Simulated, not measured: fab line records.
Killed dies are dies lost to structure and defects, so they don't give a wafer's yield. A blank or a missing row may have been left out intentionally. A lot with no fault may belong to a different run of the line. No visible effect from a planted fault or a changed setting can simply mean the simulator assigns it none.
Commonality check across tools ; flow sky130 ; Sample size 15 lots and 45 wafers

WHY IT WAS OPENED
Of 15 lots, 3 have the reading LDD_P_TW flagged at SKY_LDD_P_TW_MEAS_11. Wafers without a fault read 640, standard deviation 4.3.
Rule: a lot is flagged in two cases, either no wafer of it has a number, or all its wafers with numbers fall more than 4 standard deviations from that mean. The other lots count as sound.

lot;measured;on;LDD_P_TW, wafer by wafer;flag
L476;day 18 20:45;film-metro-02;637 638 640;
L478;day 20 00:03;film-metro-01;633 637 635;
L479;day 20 15:26;film-metro-04;641 644 641;
L480;day 20 21:49;film-metro-01;634 635 635;
L481;day 21 05:31;film-metro-01;641 641 640;
L482;day 21 12:46;film-metro-01;637 636 640;
L483;day 21 18:11;film-metro-02;635 638 635;
L484;day 22 10:47;film-metro-01;641 637 639;
L487;day 23 12:12;film-metro-04;30 30 30;FLAGGED
L488;day 23 21:49;film-metro-01;30 30 30;FLAGGED
L489;day 24 06:11;film-metro-01;30 30 30;FLAGGED
L492;day 25 05:03;film-metro-04;646 651 650;
L496;day 27 01:36;film-metro-01;637 644 638;
L498;day 27 13:08;film-metro-04;649 646 647;
L497;day 27 22:13;film-metro-02;635 634 634;
Flagged lots average 30: -610 relative to the usual, that is -99 or more standard deviations.

WHICH TOOL RAN EACH LOT
2 process steps preceding the reading are held in the record, out of 708 steps in the route. Every cell lists first the tool, next ch and the chambers used by the sampled wafers, and last the start.
lot;flag;SKY_LDD_N_STRIP_16;SKY_LDD_P_STRIP_10
L476;;plasma-asher-01 ch 0,1, day 17 14:43;plasma-asher-04 ch 0,1, day 18 20:39
L478;;plasma-asher-03 ch 0,1, day 18 17:19;plasma-asher-04 ch 0,1, day 19 23:57
L479;;plasma-asher-02 ch 0,1, day 19 08:07;plasma-asher-01 ch 0,1, day 20 15:20
L480;;plasma-asher-01 ch 0,1, day 19 14:21;plasma-asher-04 ch 0,1, day 20 21:43
L481;;plasma-asher-01 ch 0,1, day 19 22:25;plasma-asher-01 ch 0,1, day 21 05:24
L482;;plasma-asher-02 ch 0,1, day 20 05:18;plasma-asher-02 ch 0,1, day 21 12:40
L483;;plasma-asher-02 ch 0,1, day 20 12:31;plasma-asher-02 ch 0,1, day 21 18:05
L484;;plasma-asher-03 ch 0,1, day 21 04:16;plasma-asher-04 ch 0,1, day 22 10:41
L487;FLAGGED;plasma-asher-01 ch 0,1, day 22 06:01;plasma-asher-04 ch 0,1, day 23 12:07
L488;FLAGGED;plasma-asher-03 ch 0,1, day 22 10:22;plasma-asher-01 ch 0, day 23 21:42
L489;FLAGGED;plasma-asher-01 ch 0,1, day 22 23:50;plasma-asher-04 ch 0,1, day 24 06:05
L492;;plasma-asher-02 ch 0,1, day 23 23:30;plasma-asher-01 ch 0,1, day 25 04:57
L496;;plasma-asher-03 ch 0,1, day 25 20:51;plasma-asher-04 ch 0,1, day 27 01:30
L498;;plasma-asher-02 ch 0,1, day 26 08:25;plasma-asher-04 ch 0,1, day 27 13:01
L497;;plasma-asher-02 ch 0,1, day 26 10:02;plasma-asher-02 ch 0,1, day 27 22:08
What is done by these steps:
- SKY_LDD_N_STRIP_16: strips in O2/N2.
- SKY_LDD_P_STRIP_10: strips in O2/N2.
- SKY_LDD_P_TW_MEAS_11

FLAGGED AGAINST TOTAL, ONE TOOL AT A TIME (gauges that did the reading follow at the end)
step;tool;lots run;flagged;share of the flagged lots;sound lots run after its first flagged lot
SKY_LDD_N_STRIP_16;plasma-asher-01;5;2;some;0
SKY_LDD_N_STRIP_16;plasma-asher-02;6;0;none;-
SKY_LDD_N_STRIP_16;plasma-asher-03;4;1;some;1 (L496)
SKY_LDD_P_STRIP_10;plasma-asher-01;4;1;some;1 (L492)
SKY_LDD_P_STRIP_10;plasma-asher-02;3;0;none;-
SKY_LDD_P_STRIP_10;plasma-asher-04;8;2;some;2 (L496,L498)
SKY_LDD_P_TW_MEAS_11;film-metro-01;8;2;some;1 (L496)
SKY_LDD_P_TW_MEAS_11;film-metro-02;3;0;none;-
SKY_LDD_P_TW_MEAS_11;film-metro-04;4;1;some;2 (L492,L498)

WHAT THE TABLE PERMITS
No row of the table ran every flagged lot.

WHAT THE SIMULATOR HAD PUT IN
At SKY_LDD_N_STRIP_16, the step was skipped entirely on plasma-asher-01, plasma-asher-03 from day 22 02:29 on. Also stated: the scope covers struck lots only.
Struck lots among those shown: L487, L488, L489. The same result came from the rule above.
